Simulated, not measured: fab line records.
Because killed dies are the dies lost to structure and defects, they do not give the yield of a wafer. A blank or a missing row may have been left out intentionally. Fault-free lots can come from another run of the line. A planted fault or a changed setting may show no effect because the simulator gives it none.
One fault through the eyes of 2 desks ; flow gf180mcu ; every desk sees just its own numbers, and what lay behind them comes last

FROM THE METROLOGY DESK
Lot by lot, what the gauges showed, no matter which tool ran the lot: averages of those sampled wafers that carry a number. Any lot whose mean is over 4 standard deviations away from the usual mean is out of limits and marked OUT; that distance is given in the brackets.
Columns: A = cdNm at GF_CONTACT_CD_MEAS_14, usual 219.7 nm; B = CONTACT_OVL at GF_CONTACT_OVL_MEAS_15, usual -3 nm
lot;first seen here;A;B
L178;day 17 07:31;218.3;-0
L180;day 17 22:41;218.5;-8
L182;day 18 16:17;218.0;-13
L193;day 22 21:41;217.8;6
L194;day 22 23:11;219.2;-6
L195;day 23 06:19;220.5;-2
Finding of this desk: none of the 6 lots has anything out of limits.

DESK OF THE TOOL OWNER: pvdSputter-01
The tool's own readings at GF_CONTACT_SPUTTER_22 (material Ti, target thk 15 nm, time 80.02 s): means of the sampled wafers that have a number, for each lot that ran on this tool. Any lot whose mean is over 4 standard deviations away from the usual mean is out of limits and marked OUT; that distance is given in the brackets.
Columns: A = throttleValvePct at GF_CONTACT_SPUTTER_22, usual 30.2 %
lot;first seen here;A
L178;day 17 08:07;29.3
L180;day 17 23:25;29.5
L182;day 18 16:54;29.7
L195;day 23 06:56;29.2
Finding of this desk: none of the 4 lots has anything out of limits.

ALL TOGETHER
The metrology desk saw nothing out of limits.
The desk of the tool owner found nothing out of limits.

WHAT THE SIMULATOR HAD PUT IN
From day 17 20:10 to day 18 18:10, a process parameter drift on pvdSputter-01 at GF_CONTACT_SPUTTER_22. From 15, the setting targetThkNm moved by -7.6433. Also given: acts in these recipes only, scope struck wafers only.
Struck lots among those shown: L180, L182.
